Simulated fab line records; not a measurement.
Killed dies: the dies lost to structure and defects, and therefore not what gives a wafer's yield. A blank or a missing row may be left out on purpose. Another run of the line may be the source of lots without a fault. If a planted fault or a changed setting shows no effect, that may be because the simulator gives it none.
Which tool was responsible? -- flow sky130 -- 10 lots with 30 wafers sampled at 6 steps, on a route of 708 steps

== WHAT THE GAUGES SHOWED, per wafer ==
SKY_VIA2_RS_MEAS_22: the measuring method here is four-point-probe.
lot,measured,on,VIA2_W_RS (ohm/sq)
L583,day 36 20:28,film metro-04,0.2723 0.2734 0.2710
L584,day 37 01:44,film metro-04,0.2724 0.2730 0.2689
L586,day 37 21:58,film metro-03,0.2771 0.2721 0.2758
L590,day 39 04:44,film metro-03,0.2755 0.3044 0.3096
L591,day 39 08:32,film metro-04,0.2993 0.2981 0.2972
L601,day 42 15:13,film metro-04,0.2717 0.2707 0.2719
L600,day 42 17:32,film metro-04,0.2706 0.2739 0.2703
L603,day 42 21:27,film metro-04,0.2667 0.2722 0.2673
L602,day 42 21:40,film metro-01,0.2686 0.2724 0.2679
L604,day 43 01:51,film metro-01,0.2661 0.2678 0.2718

SKY_VIA2_THK_MEAS_23: measures by xrf.
lot,measured,on,VIA2_W_THK (nm)
L583,day 36 20:34,film metro-04,420 419 419
L584,day 37 01:50,film metro-04,417 415 424
L586,day 37 22:04,film metro-03,405 411 404
L590,day 39 04:52,film metro-03,410 373 366
L591,day 39 08:40,film metro-04,380 380 380
L601,day 42 15:19,film metro-04,414 417 412
L600,day 42 17:40,film metro-04,416 414 414
L603,day 42 21:33,film metro-04,426 414 423
L602,day 42 21:47,film metro-01,422 415 418
L604,day 43 01:58,film metro-01,420 420 410

== EACH LOT AND THE TOOL THAT RAN IT (in order: tool; ch and the chambers of the sampled wafers; start) ==
lot,SKY_METAL2_SPUTTER_03,SKY_VIA2_ETCH_14,SKY_VIA2_SPUTTER_20,SKY_VIA2_CVD_21
L583,"pvd sputter-03, day 34 13:23","rie diel-01 ch 0,1,3, day 36 19:32","pvd sputter-02, day 36 20:15","cvd w-02 ch 0,1, day 36 20:19"
L584,"pvd sputter-03, day 34 19:44","rie diel-01 ch 0,1, day 37 00:48","pvd sputter-02, day 37 01:30","cvd w-02 ch 0,1, day 37 01:36"
L586,"pvd sputter-01, day 35 15:06","rie diel-04 ch 0,1,3, day 37 21:02","pvd sputter-04, day 37 21:43","cvd w-02 ch 0,1, day 37 21:50"
L590,"pvd sputter-03, day 36 23:19","rie diel-04 ch 0,1,3, day 39 03:51","pvd sputter-03, day 39 04:33","cvd w-02 ch 0,1, day 39 04:37"
L591,"pvd sputter-01, day 37 02:40","rie diel-02 ch 0,1,3, day 39 07:39","pvd sputter-04, day 39 08:21","cvd w-02 ch 1, day 39 08:25"
L601,"pvd sputter-03, day 40 12:43","rie diel-01 ch 0,1, day 42 14:17","pvd sputter-02, day 42 14:59","cvd w-02 ch 0,1, day 42 15:05"
L600,"pvd sputter-04, day 40 14:01","rie diel-01 ch 0,3, day 42 16:39","pvd sputter-03, day 42 17:21","cvd w-02 ch 0,1, day 42 17:25"
L603,"pvd sputter-01, day 40 18:31","rie diel-01 ch 0,1,2, day 42 20:29","pvd sputter-04, day 42 21:13","cvd w-02 ch 0,1, day 42 21:19"
L602,"pvd sputter-03, day 40 19:20","rie diel-04 ch 0,1,3, day 42 20:44","pvd sputter-02, day 42 21:27","cvd w-01 ch 0,1, day 42 21:31"
L604,"pvd sputter-01, day 40 23:58","rie diel-02 ch 0,1,3, day 43 00:54","pvd sputter-03, day 43 01:40","cvd w-02 ch 1, day 43 01:43"
- SKY_METAL2_SPUTTER_03: material Ti, target thk 5 nm, time 3.3 s.
- SKY_VIA2_ETCH_14: etches BARC in N2/H2, stops on SiO2, time 45.9 s, target depth 60 nm.
- SKY_VIA2_SPUTTER_20: material TiN, target thk 20 nm, time 80 s.
- SKY_VIA2_CVD_21: deposits W, target thk 420 nm, time 126.4 s.

== WHAT THE TOOLS THEMSELVES READ (means of the sampled wafers that have a number; where no wafer has one, the mark that the record gives instead) ==
SKY_METAL2_SPUTTER_03.
lot,tool,throttle valve pct (%)
L583,pvd sputter-03,29.7
L584,pvd sputter-03,30.1
L586,pvd sputter-01,28.8
L590,pvd sputter-03,30.2
L591,pvd sputter-01,29.6
L601,pvd sputter-03,30.5
L600,pvd sputter-04,30.2
L603,pvd sputter-01,29.6
L602,pvd sputter-03,31.4
L604,pvd sputter-01,29.3

SKY_VIA2_ETCH_14.
lot,tool,bias w (W),drypump motor current A (A),oes product au (a.u.),throttle valve pct (%)
L583,rie diel-01,99.93,5.8,0.855,13.221
L584,rie diel-01,100.03,5.5,0.856,13.225
L586,rie diel-04,99.80,5.5,0.854,13.229
L590,rie diel-04,100.08,5.5,0.855,13.220
L591,rie diel-02,99.89,5.9,0.854,13.229
L601,rie diel-01,99.92,5.7,0.853,13.228
L600,rie diel-01,100.00,5.7,0.857,13.228
L603,rie diel-01,100.24,5.7,0.851,13.223
L602,rie diel-04,100.32,5.5,0.855,13.227
L604,rie diel-02,100.14,5.9,0.852,13.223

SKY_VIA2_SPUTTER_20.
lot,tool,throttle valve pct (%)
L583,pvd sputter-02,30.2
L584,pvd sputter-02,30.0
L586,pvd sputter-04,30.3
L590,pvd sputter-03,31.5
L591,pvd sputter-04,31.1
L601,pvd sputter-02,30.4
L600,pvd sputter-03,30.1
L603,pvd sputter-04,31.0
L602,pvd sputter-02,30.0
L604,pvd sputter-03,30.0

SKY_VIA2_CVD_21.
lot,tool,chamber pressure Torr (Torr),heater power w (W),susceptor temp C (C)
L583,cvd w-02,39.94,891,400.01
L584,cvd w-02,39.96,843,399.84
L586,cvd w-02,39.98,835,400.09
L590,cvd w-02,40.02,874,395.63
L591,cvd w-02,40.00,905,393.36
L601,cvd w-02,40.02,899,400.02
L600,cvd w-02,40.07,900,399.95
L603,cvd w-02,39.99,892,399.95
L602,cvd w-01,40.01,952,400.12
L604,cvd w-02,40.10,950,400.01

== THE ANSWER, worked out from the rows above alone ==
Rule: what is usual is taken from the lots themselves. The widest of any qualifying gaps counts: lots, ordered by their means at a reading, are off when they make up no more than a third of the lots, leave a main group of 4 or more, and stand apart from it by 3 or more times the standard deviation of that group's means. A main group is skipped when, at the precision printed for the reading in the tables above, its means are all equal. Also off: a lot with no number at a reading for which 4 or more lots have one. Any other lot the step has rows for is counted as sound. The gauges are gone through in route order, then the tools' own readings, and for those a lot's mean is taken as printed above. At the first step where some lot is off, the reading lying furthest off is the one used; lots without a number count as furthest.
Off: L590, L591, seen at SKY_VIA2_RS_MEAS_22 (VIA2_W_RS). Main group: mean 0.2711 ohm/sq, sd 0.002.
A tool fits if, at a process step before that reading, it ran every lot that is off, and no sound lot after the first of them. The gauges at SKY_VIA2_RS_MEAS_22 aren't tried: what is off there is off at SKY_VIA2_SPUTTER_20 too, on other tools, and a gauge's error can't cause that. Of those tried, none fits.

== WHAT THE SIMULATOR HAD PUT IN ==
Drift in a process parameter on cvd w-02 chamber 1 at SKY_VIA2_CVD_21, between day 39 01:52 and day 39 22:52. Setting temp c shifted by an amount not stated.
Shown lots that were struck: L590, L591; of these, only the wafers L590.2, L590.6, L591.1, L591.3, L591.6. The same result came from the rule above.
